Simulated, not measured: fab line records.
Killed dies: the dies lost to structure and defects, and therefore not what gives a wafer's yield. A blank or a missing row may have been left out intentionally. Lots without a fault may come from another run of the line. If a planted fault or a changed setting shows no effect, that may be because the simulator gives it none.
Matching of chambers || flow gf180mcu || rie si-01 running GF_POLY_GATE_ETCH_13: 4 sister chambers
The step etches poly-Si in HBr/Cl2, stops on SiO2, target depth 198.5 nm, time 69.6 s. 7 wafers are shown with their chamber, then 10 later ones without.

## WAFERS PAIRED WITH THEIR CHAMBERS
{"wafer": "L498.2", "chamber": 2, "drypump motor current A (A)": 5.7, "oes product au (a.u.)": 1.005}
{"wafer": "L498.6", "chamber": 0, "drypump motor current A (A)": 6.4, "oes product au (a.u.)": 1.001}
{"wafer": "L501.1", "chamber": 1, "drypump motor current A (A)": 5.5, "oes product au (a.u.)": 0.983}
{"wafer": "L501.3", "chamber": 3, "drypump motor current A (A)": 5.3, "oes product au (a.u.)": 0.986}
{"wafer": "L501.4", "chamber": 0, "drypump motor current A (A)": 6.4, "oes product au (a.u.)": 0.986}
{"wafer": "L502.1", "chamber": 1, "drypump motor current A (A)": 5.5, "oes product au (a.u.)": 0.989}
{"wafer": "L502.3", "chamber": 2, "drypump motor current A (A)": 5.6, "oes product au (a.u.)": 0.997}

## WAFERS WITH NO CHAMBER GIVEN
{"wafer": "L502.4", "drypump motor current A (A)": 5.3, "oes product au (a.u.)": 0.997}
{"wafer": "L508.1", "drypump motor current A (A)": 5.6, "oes product au (a.u.)": 0.997}
{"wafer": "L508.3", "drypump motor current A (A)": 5.5, "oes product au (a.u.)": 0.982}
{"wafer": "L508.6", "drypump motor current A (A)": 6.4, "oes product au (a.u.)": 0.999}
{"wafer": "L509.2", "drypump motor current A (A)": 5.6, "oes product au (a.u.)": 0.993}
{"wafer": "L509.3", "drypump motor current A (A)": 6.4, "oes product au (a.u.)": 0.995}
{"wafer": "L509.4", "drypump motor current A (A)": 6.4, "oes product au (a.u.)": 1.004}
{"wafer": "L510.1", "drypump motor current A (A)": 5.6, "oes product au (a.u.)": 0.991}
{"wafer": "L510.4", "drypump motor current A (A)": 5.6, "oes product au (a.u.)": 0.990}
{"wafer": "L510.6", "drypump motor current A (A)": 5.5, "oes product au (a.u.)": 0.977}

## WHICH CHAMBER EACH ONE RAN IN
{"wafer": "L502.4", "from the rows above": 3, "in truth": 3}
{"wafer": "L508.1", "from the rows above": "can't be placed: 2 or 1", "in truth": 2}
{"wafer": "L508.3", "from the rows above": 1, "in truth": 1}
{"wafer": "L508.6", "from the rows above": 0, "in truth": 0}
{"wafer": "L509.2", "from the rows above": "can't be placed: 2 or 1", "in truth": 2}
{"wafer": "L509.3", "from the rows above": 0, "in truth": 0}
{"wafer": "L509.4", "from the rows above": 0, "in truth": 0}
{"wafer": "L510.1", "from the rows above": "can't be placed: 2 or 1", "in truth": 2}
{"wafer": "L510.4", "from the rows above": "can't be placed: 2 or 1", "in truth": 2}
{"wafer": "L510.6", "from the rows above": 1, "in truth": 1}
Correctly placed: 6 of 10. These rows do not allow placing 4 (true chamber among the candidates in 4). Placed wrongly: 0.
How it was worked out, from the rows above alone: a wafer's distance from a chamber is the root of the sum, over the readings, of the square of ((its reading less the chamber's mean) divided by the reading's scatter). The wafer belongs to the nearest chamber; if the next one is less than 2 further off, it can't be placed. For every chamber, the mean is computed from those of its wafers that are shown. How the scatter is found: for the shown wafers, subtract from each reading the mean of its chamber, square and add these, divide the total by (wafers less chambers), then take the root.
